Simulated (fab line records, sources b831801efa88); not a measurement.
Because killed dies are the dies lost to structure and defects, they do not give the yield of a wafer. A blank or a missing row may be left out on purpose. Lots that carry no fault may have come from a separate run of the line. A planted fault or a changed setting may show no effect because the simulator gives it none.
Which tool was responsible? | flow sky130 | Sampling: 12 lots, 36 wafers, 5 of 708 route steps

WHAT EACH GAUGE READ, for each wafer
SKY_NWELL_THK_MEAS_02. Usual: NWELL_OXIDATION_THK typically reads 10.00 nm, with standard deviation 0.17.
lot  | measured    | on            | NWELL_OXIDATION_THK (nm) | flag
L333 | day 2 18:09 | film_metro-04 | 10.03 9.98 9.87          |
L334 | day 3 00:02 | film_metro-01 | 9.95 9.95 9.96           |
L335 | day 3 07:36 | film_metro-02 | 10.06 10.07 10.35        |
L337 | day 3 14:17 | film_metro-02 | 10.07 10.07 10.03        |
L338 | day 3 20:52 | film_metro-02 | 9.96 9.86 9.92           |
L339 | day 3 23:51 | film_metro-02 | 9.73 9.91 9.83           |
L342 | day 4 19:36 | film_metro-01 | 9.84 9.85 9.68           |
L343 | day 5 01:16 | film_metro-01 | 9.84 9.77 9.63           |
L351 | day 6 23:30 | film_metro-04 | 10.17 10.24 10.14        |
L353 | day 7 04:35 | film_metro-04 | 9.85 9.78 9.90           |
L354 | day 7 08:50 | film_metro-04 | 9.92 10.04 9.90          |
L355 | day 7 11:36 | film_metro-02 | 10.16 10.12 9.99         |

SKY_DNWELL_TW_MEAS_09. Usual: DNWELL_TW typically reads 1098, with standard deviation 17.
lot  | measured    | on            | DNWELL_TW      | flag
L333 | day 3 10:40 | film_metro-02 | 1099 1095 1088 |
L334 | day 3 17:10 | film_metro-01 | 1090 1084 1097 |
L335 | day 4 00:35 | film_metro-02 | 1093 1097 1098 |
L337 | day 4 07:22 | film_metro-02 | 1085 1084 1086 |
L338 | day 4 14:36 | film_metro-04 | 1140 1133 1136 |
L339 | day 4 17:57 | film_metro-01 | 1091 1091 1096 |
L342 | day 5 13:58 | film_metro-01 | 1095 1092 1091 |
L343 | day 5 19:54 | film_metro-02 | 1077 1079 1084 |
L351 | day 7 19:31 | film_metro-02 | 1081 1086 1080 |
L353 | day 8 01:24 | film_metro-01 | 1096 1103 1100 |
L354 | day 8 05:09 | film_metro-04 | 1132 1131 1138 |
L355 | day 8 08:41 | film_metro-02 | 1085 1089 1091 |

SKY_VT_ADJUST_NCORE_OVL_MEAS_08. Usual: VT_ADJUST_NCORE_OVL typically reads -0.3 nm, with standard deviation 1.3.
lot  | measured     | on         | VT_ADJUST_NCORE_OVL (nm) | flag
L333 | day 8 23:40  | overlay-02 | -1.8 -2.9 -1.4           |
L334 | day 9 08:10  | overlay-01 | 0.2 -0.3 0.1             |
L335 | day 9 17:19  | overlay-02 | -2.1 -2.8 -1.7           |
L337 | day 10 00:55 | overlay-02 | 1.9 0.7 2.0              |
L338 | day 10 08:13 | overlay-02 | 1.2 -0.2 -0.3            |
L339 | day 10 15:21 | overlay-02 | 1.4 2.9 1.2              |
L342 | day 11 17:18 | overlay-01 | -0.6 -1.6 0.7            |
L343 | day 12 02:25 | overlay-02 | -1.2 0.4 -0.2            |
L351 | day 14 12:10 | overlay-02 | -0.5 0.0 -0.9            |
L353 | day 14 23:01 | overlay-02 | -0.2 -0.5 1.4            |
L354 | day 15 01:12 | overlay-01 | 1.4 -0.4 0.0             |
L355 | day 15 07:19 | overlay-01 | -0.8 0.5 0.2             |

TOOL THAT RAN EACH LOT (tool first, then ch and the chambers of the sampled wafers, then the start)
lot  | SKY_VT_ADJUST_LVTN_SOFTBAKE_03    | SKY_VT_ADJUST_LVTN_STRIP_09
L333 | litho_track-01 ch 0, day 6 21:05  | plasma_asher-03 ch 0,1, day 7 06:19
L334 | litho_track-04 ch 0, day 7 03:46  | plasma_asher-03 ch 0,1, day 7 14:28
L335 | litho_track-01 ch 0, day 7 13:08  | plasma_asher-04 ch 0,1, day 7 23:29
L337 | litho_track-04 ch 0, day 7 20:19  | plasma_asher-03 ch 0,1, day 8 07:40
L338 | litho_track-01 ch 0, day 8 03:25  | plasma_asher-04 ch 0,1, day 8 14:28
L339 | litho_track-03 ch 0, day 8 09:52  | plasma_asher-02 ch 0,1, day 8 20:16
L342 | litho_track-04 ch 0, day 9 09:29  | plasma_asher-02 ch 0,1, day 9 19:31
L343 | litho_track-04 ch 0, day 9 16:32  | plasma_asher-03 ch 0,1, day 10 03:11
L351 | litho_track-04 ch 0, day 11 20:47 | plasma_asher-02 ch 0,1, day 12 09:38
L353 | litho_track-04 ch 0, day 12 05:59 | plasma_asher-02 ch 0,1, day 12 18:29
L354 | litho_track-01 ch 0, day 12 08:54 | plasma_asher-02 ch 0,1, day 12 21:17
L355 | litho_track-03 ch 0, day 12 14:56 | plasma_asher-04 ch 0,1, day 13 03:30
- SKY_VT_ADJUST_LVTN_SOFTBAKE_03
- SKY_VT_ADJUST_LVTN_STRIP_09: strips in O2/N2.

WHAT THE TOOLS THEMSELVES READ (means of the sampled wafers that have a number; where no wafer has one, the mark that the record gives instead)
SKY_VT_ADJUST_LVTN_SOFTBAKE_03. Usual: chill_plate_temp_C 23.00 C, standard deviation 0.093; heater_power_total_W 65.34 W, standard deviation 0.13; plate_temp_C 109.98 C, standard deviation 0.13; resist_line_temp_C 22.99 C, standard deviation 0.1.
lot  | tool           | chill_plate_temp_C (C) | heater_power_total_W (W) | plate_temp_C (C) | resist_line_temp_C (C) | flag
L333 | litho_track-01 | 23.09                  | 65.26                    | 109.94           | 23.02                  |
L334 | litho_track-04 | 23.02                  | 65.34                    | 110.03           | 22.87                  |
L335 | litho_track-01 | 23.02                  | 65.20                    | 109.69           | 23.07                  |
L337 | litho_track-04 | 23.03                  | 65.56                    | 109.97           | 22.90                  |
L338 | litho_track-01 | 23.01                  | 65.16                    | 109.93           | 22.88                  |
L339 | litho_track-03 | 23.00                  | 65.30                    | 110.06           | 22.94                  |
L342 | litho_track-04 | 23.08                  | 65.28                    | 110.05           | 23.09                  |
L343 | litho_track-04 | 23.08                  | 65.31                    | 109.98           | 22.95                  |
L351 | litho_track-04 | 23.08                  | 58.57                    | 101.29           | 23.08                  | OFF
L353 | litho_track-04 | 22.96                  | 58.57                    | 101.39           | 23.15                  | OFF
L354 | litho_track-01 | 23.04                  | 65.26                    | 110.04           | 23.05                  |
L355 | litho_track-03 | 23.03                  | 65.41                    | 109.93           | 22.87                  |

SKY_VT_ADJUST_LVTN_STRIP_09. Usual: chamber_pressure_mTorr 1500.1 mTorr, standard deviation 1.4; drypump_motor_current_A 5.68 A, standard deviation 0.3; oes_product_au 0.723 a.u., standard deviation 0.0042; strip_time_to_endpoint_s 36.91 s, standard deviation 0.099.
lot  | tool            | chamber_pressure_mTorr (mTorr) | drypump_motor_current_A (A) | oes_product_au (a.u.) | strip_time_to_endpoint_s (s) | flag
L333 | plasma_asher-03 | 1500.7                         | 5.67                        | 0.722                 | 37.04                        |
L334 | plasma_asher-03 | 1499.5                         | 5.70                        | 0.724                 | 36.87                        |
L335 | plasma_asher-04 | 1500.7                         | 5.78                        | 0.721                 | 37.02                        |
L337 | plasma_asher-03 | 1500.8                         | 5.70                        | 0.723                 | 36.88                        |
L338 | plasma_asher-04 | 1499.9                         | 5.77                        | 0.721                 | 37.12                        |
L339 | plasma_asher-02 | 1497.4                         | 5.69                        | 0.727                 | 36.95                        |
L342 | plasma_asher-02 | 1499.6                         | 5.65                        | 0.722                 | 36.96                        |
L343 | plasma_asher-03 | 1500.7                         | 5.38                        | 0.721                 | 37.01                        |
L351 | plasma_asher-02 | 1500.3                         | 5.71                        | 0.725                 | 37.73                        | OFF
L353 | plasma_asher-02 | 1500.5                         | 5.74                        | 0.727                 | 37.72                        | OFF
L354 | plasma_asher-02 | 1498.6                         | 5.63                        | 0.721                 | 36.92                        |
L355 | plasma_asher-04 | 1500.5                         | 5.90                        | 0.721                 | 36.89                        |

THE ANSWER, worked out from the rows above alone
Rule: lot off if the mean of its wafers having a number is beyond 3 standard deviations from the usual mean. Also off: a lot with no number at a reading for which 4 or more lots have one. Any other lot the step has rows for is counted as sound. The gauges are gone through in route order, then the tools' own readings, and for those a lot's mean is taken as printed above. At the first step where some lot is off, the reading lying furthest off is the one used; lots without a number count as furthest.
Off at SKY_VT_ADJUST_LVTN_SOFTBAKE_03 (plate_temp_C): L351, L353.
If a tool, at that step or one of the process steps before it, ran each lot that is off and ran no sound lot following the first of them, it fits. One fits: litho_track-04 at SKY_VT_ADJUST_LVTN_SOFTBAKE_03. A fault onset in the window from L343 (day 9 16:32, its last sound lot) to L351 (day 11 20:47, its first lot off) fits.
The tool's own readings at SKY_VT_ADJUST_LVTN_SOFTBAKE_03 bear it out: on the lots that are off they differ by more than 5 times the standard deviation of the sound lots' means. heater_power_total_W reads 58.57 W there against 65.31 W on the sound lots; plate_temp_C reads 101.34 C there against 109.96 C on the sound lots.

WHAT THE SIMULATOR HAD PUT IN
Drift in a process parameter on litho_track-04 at SKY_VT_ADJUST_LVTN_SOFTBAKE_03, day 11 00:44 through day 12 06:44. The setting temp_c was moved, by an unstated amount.
Struck lots among those shown: L351, L353. The rule above found the same.
